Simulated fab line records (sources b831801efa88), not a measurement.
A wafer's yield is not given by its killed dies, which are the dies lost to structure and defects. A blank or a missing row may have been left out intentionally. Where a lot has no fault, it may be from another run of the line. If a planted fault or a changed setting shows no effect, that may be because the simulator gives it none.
Which tool did it? | flow sky130 | 36 wafers from 12 lots sampled at 5 of the route's 708 steps

## WHAT THE GAUGES READ, wafer by wafer
SKY_CAPM_THK_MEAS_01. Usual: CAPM_CVD_00_THK typically reads 15.40 nm, with standard deviation 0.23.
lot  | measured     | on            | CAPM_CVD_00_THK (nm) | flag
L887 | day 36 12:34 | film metro-04 | 15.43 15.63 15.40    |
L888 | day 36 21:55 | film metro-02 | 15.66 15.42 15.62    |
L893 | day 38 03:23 | film metro-04 | 15.58 15.08 15.42    |
L895 | day 39 00:05 | film metro-01 | 15.19 15.51 15.51    |
L898 | day 39 18:35 | film metro-04 | 15.08 15.49 15.34    |
L901 | day 40 18:04 | film metro-04 | 14.88 15.47 15.57    |
L902 | day 41 15:06 | film metro-04 | 15.38 15.84 15.49    |
L903 | day 41 18:07 | film metro-01 | 15.17 15.14 15.47    |
L905 | day 42 00:05 | film metro-02 | 15.40 15.15 15.61    |
L904 | day 42 15:34 | film metro-01 | 15.36 15.35 15.65    |
L908 | day 42 22:23 | film metro-01 | 15.32 15.43 15.40    |
L910 | day 43 02:31 | film metro-04 | 15.37 15.51 15.81    |

SKY_VIA3_BOW_MEAS_03. Usual: VIA3_BOW typically reads 80 um, with standard deviation 7.7.
lot  | measured     | on            | VIA3_BOW (um)     | flag
L887 | day 38 17:16 | film metro-03 | 96 86 80          |
L888 | day 39 04:00 | film metro-02 | 76 75 77          |
L893 | day 40 08:29 | film metro-03 | 89 104 92         |
L895 | day 41 04:28 | film metro-01 | 75 75 74          |
L898 | day 41 21:32 | film metro-01 | 80 84 74          |
L901 | day 42 20:17 | film metro-01 | 75 66 73          |
L902 | day 43 16:34 | film metro-01 | 79 87 93          |
L903 | day 43 17:59 | film metro-03 | 143 137 135 - - - | OFF
L905 | day 44 00:52 | film metro-01 | 137 128 142 - - - | OFF
L904 | day 44 15:46 | film metro-01 | 127 133 141 - - - | OFF
L908 | day 44 21:56 | film metro-01 | 79 75 71          |
L910 | day 45 01:35 | film metro-02 | 92 79 82          |

## TOOL THAT RAN EACH LOT (tool first, then ch and the chambers of the sampled wafers, then the start)
lot  | SKY_VIA2_STRIP_16                    | SKY_METAL3_METAL_ETCH_18          | SKY_VIA3_CMP_02
L887 | plasma asher-02 ch 0,1, day 36 11:06 | rie metal-04 ch 0,1, day 38 15:53 | cmp-01 ch 1,2, day 38 17:01
L888 | plasma asher-04 ch 0,1, day 36 20:26 | rie metal-04 ch 1, day 39 02:18   | cmp-02 ch 1,2,3, day 39 03:47
L893 | plasma asher-02 ch 0,1, day 38 01:57 | rie metal-01 ch 0,1, day 40 07:11 | cmp-01 ch 0,1,2, day 40 08:17
L895 | plasma asher-04 ch 0,1, day 38 22:22 | rie metal-01 ch 0,1, day 41 03:09 | cmp-01 ch 0,3, day 41 04:11
L898 | plasma asher-01 ch 0,1, day 39 17:06 | rie metal-01 ch 0,1, day 41 20:12 | cmp-02 ch 0,1,3, day 41 21:23
L901 | plasma asher-04 ch 0,1, day 40 16:36 | rie metal-04 ch 0,1, day 42 18:56 | cmp-02 ch 0,1,2, day 42 19:59
L902 | plasma asher-04 ch 0,1, day 41 13:38 | rie metal-02 ch 0,1, day 43 15:16 | cmp-01 ch 0,1,3, day 43 16:22
L903 | plasma asher-04 ch 0,1, day 41 16:39 | rie metal-04 ch 0,1, day 43 16:41 | cmp-01 ch 0,3, day 43 17:40
L905 | plasma asher-01 ch 1, day 41 22:36   | rie metal-01 ch 0,1, day 43 23:13 | cmp-02 ch 0,1,2, day 44 00:34
L904 | plasma asher-04 ch 0,1, day 42 14:08 | rie metal-01 ch 0, day 44 14:29   | cmp-01 ch 0,1, day 44 15:28
L908 | plasma asher-02 ch 1, day 42 20:51   | rie metal-02 ch 1, day 44 20:38   | cmp-01 ch 0,1,3, day 44 21:40
L910 | plasma asher-04 ch 1, day 43 01:00   | rie metal-01 ch 0,1, day 45 00:17 | cmp-01 ch 1,3, day 45 01:20
- SKY_VIA2_STRIP_16: strips in O2/N2.
- SKY_METAL3_METAL_ETCH_18: etches the open film in Cl2/BCl3, stops on SiO2, target depth 845 nm, time 183.1 s.
- SKY_VIA3_CMP_02: polishes SiO2.

## AS READ BY THE TOOLS THEMSELVES (means over the sampled wafers that have a number; for cases with no such wafer, the mark the record gives instead)
SKY_VIA2_STRIP_16. Usual: drypump motor current A 5.7 A, standard deviation 0.52; oes product au 0.398 a.u., standard deviation 0.0051; strip time to endpoint s 4.047 s, standard deviation 0.027.
lot  | tool            | drypump motor current A (A) | oes product au (a.u.) | strip time to endpoint s (s) | flag
L887 | plasma asher-02 | 5.8                         | 0.395                 | 4.024                        |
L888 | plasma asher-04 | 5.8                         | 0.402                 | 4.076                        |
L893 | plasma asher-02 | 6.0                         | 0.402                 | 4.042                        |
L895 | plasma asher-04 | 5.8                         | 0.403                 | 4.073                        |
L898 | plasma asher-01 | 5.3                         | 0.404                 | 4.051                        |
L901 | plasma asher-04 | 5.6                         | 0.401                 | 4.011                        |
L902 | plasma asher-04 | 5.6                         | 0.400                 | 3.994                        |
L903 | plasma asher-04 | 5.8                         | 0.395                 | 4.006                        |
L905 | plasma asher-01 | 4.8                         | 0.401                 | 4.040                        |
L904 | plasma asher-04 | 5.6                         | 0.401                 | 4.060                        |
L908 | plasma asher-02 | 5.6                         | 0.393                 | 4.050                        |
L910 | plasma asher-04 | 5.4                         | 0.397                 | 4.049                        |

SKY_METAL3_METAL_ETCH_18. Usual: drypump motor current A 5.7 A, standard deviation 0.4; he backside leak sccm 3.38 sccm, standard deviation 0.27; oes product au 0.864 a.u., standard deviation 0.0073; throttle valve pct 22.264 %, standard deviation 0.0092.
lot  | tool         | drypump motor current A (A) | he backside leak sccm (sccm) | oes product au (a.u.) | throttle valve pct (%) | flag
L887 | rie metal-04 | 5.9                         | 3.42                         | 0.868                 | 22.266                 |
L888 | rie metal-04 | 6.0                         | 3.10                         | 0.868                 | 22.261                 |
L893 | rie metal-01 | 5.5                         | 3.25                         | 0.866                 | 22.271                 |
L895 | rie metal-01 | 5.5                         | 3.23                         | 0.874                 | 22.270                 |
L898 | rie metal-01 | 5.5                         | 3.26                         | 0.862                 | 22.273                 |
L901 | rie metal-04 | 6.0                         | 3.72                         | 0.866                 | 22.255                 |
L902 | rie metal-02 | 5.7                         | 3.84                         | 0.855                 | 22.251                 |
L903 | rie metal-04 | 5.9                         | 3.28                         | 0.853                 | 22.272                 |
L905 | rie metal-01 | 5.7                         | 3.26                         | 0.863                 | 22.276                 |
L904 | rie metal-01 | 5.9                         | 3.31                         | 0.860                 | 22.273                 |
L908 | rie metal-02 | 6.1                         | 3.37                         | 0.863                 | 22.262                 |
L910 | rie metal-01 | 5.7                         | 3.27                         | 0.862                 | 22.255                 |

SKY_VIA3_CMP_02. Usual: edge zone pressure frac 1.000, standard deviation 0.0056; head pressure psi 4.000 psi, standard deviation 0.0082; motor current A 12.1 A, standard deviation 1.6.
lot  | tool   | edge zone pressure frac | head pressure psi (psi) | motor current A (A) | flag
L887 | cmp-01 | 1.002                   | 3.996                   | 12.5                |
L888 | cmp-02 | 1.001                   | 4.008                   | 10.3                |
L893 | cmp-01 | 0.999                   | 3.996                   | 12.4                |
L895 | cmp-01 | 0.996                   | 4.001                   | 13.7                |
L898 | cmp-02 | 0.995                   | 3.997                   | 12.0                |
L901 | cmp-02 | 1.000                   | 4.008                   | 11.3                |
L902 | cmp-01 | 1.000                   | 4.000                   | 13.3                |
L903 | cmp-01 | -                       | -                       | -                   | OFF
L905 | cmp-02 | -                       | -                       | -                   | OFF
L904 | cmp-01 | -                       | -                       | -                   | OFF
L908 | cmp-01 | 1.001                   | 3.999                   | 13.4                |
L910 | cmp-01 | 0.997                   | 4.001                   | 14.1                |

## THE ANSWER, worked out from the rows above alone
Rule: a lot is off if the mean of its wafers that have a number lies more than 3 standard deviations from the usual mean. A lot without any number at a reading at which 4 lots or more have one is off too. Where the step has rows for the other lots, those lots are counted as sound. Order of review: gauges by route order, followed by the tools' own readings, for which a lot's mean as printed above is used. At the first step where some lot is off, the reading lying furthest off is the one used; lots without a number count as furthest.
Off: L903, L905, L904, at SKY_VIA3_BOW_MEAS_03 (VIA3_BOW).
If a tool, at a process step before that reading, ran all the lots that are off and no sound lot after the first of them, it fits. Not tried: the gauges at SKY_VIA3_BOW_MEAS_03; whatever is off there is also off at SKY_VIA3_CMP_02, on other tools, and gauge error can't account for it. None of those tried fits.

## WHAT HAD BEEN PUT IN BY THE SIMULATOR
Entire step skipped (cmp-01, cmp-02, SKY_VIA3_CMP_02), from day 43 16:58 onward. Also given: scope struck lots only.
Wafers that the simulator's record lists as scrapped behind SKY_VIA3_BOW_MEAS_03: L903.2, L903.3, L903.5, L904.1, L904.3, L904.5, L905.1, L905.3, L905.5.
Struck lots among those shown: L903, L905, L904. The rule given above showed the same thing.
